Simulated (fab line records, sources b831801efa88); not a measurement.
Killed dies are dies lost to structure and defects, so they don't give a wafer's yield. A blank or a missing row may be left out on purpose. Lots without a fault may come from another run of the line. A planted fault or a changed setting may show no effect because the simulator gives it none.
Split-lot experiment | flow sfq_line | 5 lots, 23 wafers read, on a route of 325 steps

THE SPLIT
At SFQ_TRILAYER_I0_CMP_CMP_028 (polishes SiO2), the setting leave_above_ref_nm was moved away from the recipe's 200 nm on 11 of the 23 wafers read, by +3.5% to +7.2%. The other wafers ran this setting at the recipe's value.

FROM THE SPLIT TO THE READING: what the file shows between them, 5 steps
- SFQ_TRILAYER_I0_METRO_MEASURE_029
- SFQ_TRILAYER_I0_VIA_LITHO_EXPOSE_032: exposes mask I0, target cd 500 nm (also split here: dose_mj)
- SFQ_TRILAYER_I0_VIA_LITHO_PEB_034: peb time 60 s
- SFQ_TRILAYER_I0_VIA_LITHO_DEVELOP_033: time 60 s
- SFQ_TRILAYER_I0_VIA_BARC_OPEN_VIA_ETCH_046: etches BARC in O2, target depth 125 nm, time 43.31 s

THE READING
oes_product_au, in a.u., at SFQ_TRILAYER_I0_VIA_ETCH_VIA_ETCH_034 (etches SiO2 in CHF3, stops on Nb, target depth 260 nm). Fault-free wafers of this fab line usually give 0.856 a.u., standard deviation 0.0042 a.u..

wafer  | tool, chamber at the split | leave_above_ref_nm as run, nm | against the recipe | oes_product_au, a.u. | against lot-mates on the recipe
L074.1 | cmp-02, 3                  | 214.4                         | +7.2%              | 0.886                | +0.029
L074.2 | cmp-02, 2                  | 200                           | recipe             | 0.860                | -
L074.3 | cmp-02, 1                  | 214.4                         | +7.2%              | 0.886                | +0.029
L074.5 | cmp-02, 0                  | 200                           | recipe             | 0.854                | -
L074.6 | cmp-02, 1                  | 214.4                         | +7.2%              | 0.893                | +0.036
L075.1 | cmp-02, 2                  | 200                           | recipe             | 0.861                | -
L075.2 | cmp-02, 1                  | 200                           | recipe             | 0.858                | -
L075.3 | cmp-02, 3                  | 207                           | +3.5%              | 0.879                | +0.020
L075.5 | cmp-02, 1                  | 207                           | +3.5%              | 0.870                | +0.011
L075.6 | cmp-02, 0                  | 207                           | +3.5%              | 0.879                | +0.020
L078.1 | cmp-01, 3                  | 212.4                         | +6.2%              | 0.878                | +0.029
L078.2 | cmp-01, 0                  | 200                           | recipe             | 0.849                | -
L078.3 | cmp-01, 1,2                | 212.4                         | +6.2%              | 0.892                | +0.043
L078.4 | cmp-01, 2                  | 200                           | recipe             | 0.850                | -
L078.5 | cmp-01, 1,2                | 212.4                         | +6.2%              | 0.883                | +0.034
L079.2 | cmp-02, 1                  | 200                           | recipe             | 0.859                | -
L079.4 | cmp-02, 3                  | 200                           | recipe             | 0.852                | -
L079.6 | cmp-02, 0                  | 200                           | recipe             | 0.859                | -
L082.2 | cmp-01, 0                  | 200                           | recipe             | 0.856                | -
L082.3 | cmp-01, 2                  | 211.1                         | +5.5%              | 0.886                | +0.029
L082.4 | cmp-01, 1                  | 200                           | recipe             | 0.855                | -
L082.5 | cmp-01, 0                  | 211.1                         | +5.5%              | 0.875                | +0.018
L082.6 | cmp-01, 3                  | 200                           | recipe             | 0.859                | -
Where a row lists several chambers, the file gives one row for several wafers and doesn't say which wafer went through which chamber.

THE FIT
A straight line over all 23 wafers: oes_product_au changes by +0.00456 a.u. for each +1% of leave_above_ref_nm; r = +0.95; the points scatter about the line by 0.0047 a.u..
The same after taking each lot's own level away (the mean of its wafers on the recipe; 23 wafers): +0.00477 a.u. for each +1%; r = +0.96; scatter 0.0046 a.u..
On that fit, the largest move of leave_above_ref_nm shifts the reading by 0.034 a.u..
The lots' own levels span 0.8495 to 0.8595 a.u., that is 2.4 times the standard deviation above.
So the lot-to-lot level changes the slope little: the two slopes agree.
Check: with one of the wafers moved furthest among these (+7.2%) left out of the fit, the line predicts +0.0353 a.u. for it against its lot-mates. It came out at +0.029 a.u. against them.

OTHER SPLITS ON THESE WAFERS
These wafers also went through other splits before the reading. Each is held against what the fit with the lots' levels taken away leaves over:
other split on the same wafers                  | wafers away from the commonest value | r with oes_product_au (lot level and that fit taken away)
SFQ_TRILAYER_INCOMING_OXIDATION_002 temp_c      | 5                                    | -0.22
SFQ_TRILAYER_L0_LITHO_EXPOSE_006 dose_mj        | 5                                    | +0.46
SFQ_TRILAYER_L0_VIA_LITHO_COAT_013 spin_rpm     | 7                                    | -0.04
SFQ_TRILAYER_L0_VIA_LITHO_PEB_016 peb_temp_c    | 6                                    | -0.05
SFQ_TRILAYER_M0_DEP_SPUTTER_019 time_s          | 10                                   | +0.21
SFQ_TRILAYER_M0_LITHO_PEB_024 peb_time_s        | 8                                    | -0.11
SFQ_TRILAYER_M0_BARC_OPEN_METAL_ETCH_031 time_s | 8                                    | +0.11
SFQ_TRILAYER_I0_VIA_LITHO_EXPOSE_032 dose_mj    | 7                                    | +0.22

THE WHOLE CHAIN: every reading that the file lists as answering this split, in the file's order
step                                  | what it does                                          | reading                                                                                   | change (the file's fit)                   | r (the file's)
SFQ_TRILAYER_I0_CMP_CMP_028           | polishes SiO2                                         | SiO2_of_TRILAYER_I0_DEP_PECVD_027.thk_nm (the simulator's own value, which no gauge read) | +1.91 nm for each +1% of the setting      | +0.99
SFQ_TRILAYER_I0_METRO_MEASURE_029     |                                                       | thk_nm                                                                                    | +1.92 nm for each +1% of the setting      | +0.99
SFQ_TRILAYER_I0_VIA_ETCH_VIA_ETCH_034 | etches SiO2 in CHF3, stops on Nb, target depth 260 nm | oes_product_au                                                                            | +0.00475 a.u. for each +1% of the setting | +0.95
SFQ_TRILAYER_I0_VIA_ETCH_VIA_ETCH_034 | etches SiO2 in CHF3, stops on Nb, target depth 260 nm | I0.feature_depth_nm (the simulator's own value, which no gauge read)                      | +1.91 nm for each +1% of the setting      | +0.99

THE FILE'S OWN FIT
oes_product_au changes by +0.00475 a.u. for each +1% of leave_above_ref_nm, r = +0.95.
